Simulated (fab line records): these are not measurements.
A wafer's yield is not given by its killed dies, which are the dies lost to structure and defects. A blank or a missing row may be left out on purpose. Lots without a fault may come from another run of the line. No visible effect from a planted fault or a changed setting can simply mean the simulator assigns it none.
Chamber matching :: flow sky130 :: 4 sister chambers for SKY_VIA1_CMP_02 on cmp-02
The step polishes SiO2. 4 wafers are shown with their chamber, then 7 later ones without.

## EACH WAFER AND ITS CHAMBER
wafer: L731.5
chamber: 3
motorCurrentA (A): 12.5

wafer: L735.3
chamber: 0
motorCurrentA (A): 12.5

wafer: L735.6
chamber: 1
motorCurrentA (A): 12.6

wafer: L738.1
chamber: 2
motorCurrentA (A): 12.2

## WAFERS WITHOUT THEIR CHAMBER
wafer: L738.4
motorCurrentA (A): 12.8

wafer: L738.6
motorCurrentA (A): 12.5

wafer: L741.3
motorCurrentA (A): 12.7

wafer: L741.5
motorCurrentA (A): 11.6

wafer: L741.6
motorCurrentA (A): 12.7

wafer: L745.3
motorCurrentA (A): 12.3

wafer: L745.6
motorCurrentA (A): 13.0

## WHICH CHAMBER EACH WENT THROUGH
wafer: L738.4
from the rows above: can't be placed: 1 or 0 or 3 or 2
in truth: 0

wafer: L738.6
from the rows above: can't be placed: 0 or 3 or 1 or 2
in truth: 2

wafer: L741.3
from the rows above: can't be placed: 1 or 0 or 3 or 2
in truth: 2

wafer: L741.5
from the rows above: can't be placed: 2 or 0 or 3 or 1
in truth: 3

wafer: L741.6
from the rows above: can't be placed: 1 or 0 or 3 or 2
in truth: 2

wafer: L745.3
from the rows above: can't be placed: 2 or 0 or 3 or 1
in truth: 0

wafer: L745.6
from the rows above: can't be placed: 1 or 0 or 3 or 2
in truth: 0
Correctly placed: 0 of 7. Can't be placed from these rows: 7 (the true chamber is among the candidates in 7). 0 placed wrongly.
How it was worked out, from the rows above alone: a wafer's distance from a chamber is the root of the sum, over the readings, of the square of ((its reading less the chamber's mean) divided by the reading's scatter). The wafer belongs to the nearest chamber; if the next one is less than 2 further off, it can't be placed. A chamber's mean is the mean of its shown wafers. The scatter: root of mean squared gap, hidden wafer to nearest shown wafer, with one shown wafer a chamber.
